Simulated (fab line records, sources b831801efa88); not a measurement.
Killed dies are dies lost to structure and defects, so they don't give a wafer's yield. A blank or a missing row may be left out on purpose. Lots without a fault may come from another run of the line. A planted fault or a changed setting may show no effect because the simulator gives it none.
A struck lot beside a sound one | flow sky130 | 18 steps out of a route of 708
Sound: wafers L715.1, L715.4, L715.5. Struck: wafers L724.2, L724.4, L724.5. The cause comes at the end.
At each step with rows: each side's tool, then ch and its chambers, then its first start. Under that, the readings that differ: sound wafers | struck wafers | difference of the means | sigmas: that difference in standard deviations of wafers without a fault.
alike: readings whose means differ by less than 2 such deviations, and words and numbers that are the same on both sides. not compared: withheld readings, readings that some wafer has no value for, bounds like >300 that may hide the same value, and numbers for which the record gives no deviation and whose values overlap.
The two part at a step that has a row with sigmas, a row that says differs or no value, or rows on one side only. Numbers that don't overlap but have no deviation are shown without sigmas and don't part them. A reading that every wafer of one side lacks parts them only if that side has two wafers or more.

first, 3 steps without rows for these wafers: SKY_VIA3_EXPOSE_09 (exposes mask VIM3, target cd 200 nm); SKY_VIA3_PEB_10; SKY_VIA3_DEVELOP_11 (develop time 60 s).
SKY_VIA3_CD_MEAS_12: target cd 200 nm.
  sound on cd_sem-02, day 40 02:01; struck on cd_sem-02, day 43 13:11
  alike: cd_nm
SKY_VIA3_OVL_MEAS_13:
  sound on overlay-02, day 40 02:08; struck on overlay-02, day 43 13:18
  alike: VIA3_OVL
SKY_VIA3_ETCH_14: etches BARC in N2/H2, stops on SiO2, time 45.9 s, target depth 60 nm.
  sound on rie_diel-04 ch 1,2,3, day 40 02:11; struck on rie_diel-01 ch 0,1,3, day 43 13:20
  alike: drypump_motor_current_A, oes_product_au, rf_fwd_power_W, throttle_valve_pct
  not compared: rf_hours_counter_h
SKY_VIA3_ETCH_15: etches SiO2 in C4F8/O2/Ar, stops on TiN, target depth 507 nm, time 78 s.
  sound on rie_diel-04 ch 1,2,3, day 40 02:13; struck on rie_diel-01 ch 0,1,3, day 43 13:22
  alike: oes_product_au, rf_fwd_power_W
  not compared: rf_hours_counter_h
SKY_VIA3_STRIP_16: strips in O2/N2.
  sound on plasma_asher-03 ch 0,1, day 40 02:17; struck on plasma_asher-02 ch 0, day 43 13:26
  reading                     | sound       | struck      | difference | sigmas
  drypump_motor_current_A (A) | 6.1 6.1 5.9 | 5.1 5.1 5.1 | -0.9       | -3
  alike: oes_product_au, strip_time_to_endpoint_s
  not compared: rf_hours_counter_h
then, 3 steps without rows for these wafers: SKY_VIA3_STRIP_17 (strips in post etch residue remover, time 1200 s); SKY_VIA3_CLEAN_18 (cleans in IPA, time 180 s); SKY_VIA3_CLEAN_19 (cleans in O3/DIW).
SKY_VIA3_SPUTTER_20: material TiN, target thk 20 nm, time 80 s.
  sound on pvd_sputter-02, day 40 02:55; struck on pvd_sputter-01, day 43 14:02
  alike: throttle_valve_pct
SKY_VIA3_CVD_21: deposits W, target thk 390 nm, time 117.31 s.
  sound on cvd_w-02 ch 0, day 40 02:59; struck on cvd_w-01 ch 0,1, day 43 14:06
  reading                            | sound             | struck            | difference | sigmas
  model.W_of_VIA3_CVD_21.thk_nm (nm) | 394.2 393.4 398.2 | 507.4 504.4 512.2 | +112.7     |
  alike: chamber_pressure_Torr, heater_power_w
SKY_VIA3_RS_MEAS_22: measures by four-point-probe.
  sound on film_metro-04, day 40 03:06; struck on film_metro-02, day 43 14:14
  reading            | sound             | struck            | difference | sigmas
  VIA3_W_RS (ohm/sq) | 0.291 0.291 0.286 | 0.225 0.226 0.223 | -0.065     | -14
SKY_VIA3_THK_MEAS_23: measures by xrf.
  sound on film_metro-04, day 40 03:13; struck on film_metro-02, day 43 14:21
  reading         | sound       | struck      | difference | sigmas
  VIA3_W_THK (nm) | 390 390 394 | 492 484 493 | +98        | +13
SKY_VIA3_CMP_24: polishes, stops on SiO2, t overpolish 20 s, target thk 0 nm.
  sound on cmp-01 ch 0,2, day 40 03:17; struck on cmp-02 ch 1,2,3, day 43 14:31
  reading                | sound    | struck      | difference | sigmas
  time_to_endpoint_s (s) | 99 93 91 | 126 121 128 | +31        | +6
  alike: motor_current_A
SKY_METAL4_SPUTTER_00: material Ti, target thk 15 nm, time 10 s.
  sound on pvd_sputter-03, day 40 03:35; struck on pvd_sputter-01, day 43 14:46
  alike: throttle_valve_pct
-- the record jumps here: 6 days lie between the struck wafers' starts before and after (it left off in module METAL4 and takes up again in module PAD_OPEN, whose first step shown is number 708 of the route) --
SKY_PAD_OPEN_PROBE_99:
  sound on prober-01, day 46 06:14; struck on prober-01, day 49 04:44
  alike: defect_limited_yield, killed_at_M0_to_M3, killed_at_M4_up, killed_at_contacts, killed_at_front_end, killed_at_other, killed_dies, killed_open, killed_short, sort_bin_3_pad_short, sort_bin_5_function, sort_bin_6_memory, sort_n_pass, sort_yield_pct

WHERE THEY PART
First at SKY_VIA3_STRIP_16; last, within this record, at SKY_VIA3_CMP_24. Later steps at which nothing parts them and some readings are alike: SKY_METAL4_SPUTTER_00, SKY_PAD_OPEN_PROBE_99.

WHY: what the simulator had put in
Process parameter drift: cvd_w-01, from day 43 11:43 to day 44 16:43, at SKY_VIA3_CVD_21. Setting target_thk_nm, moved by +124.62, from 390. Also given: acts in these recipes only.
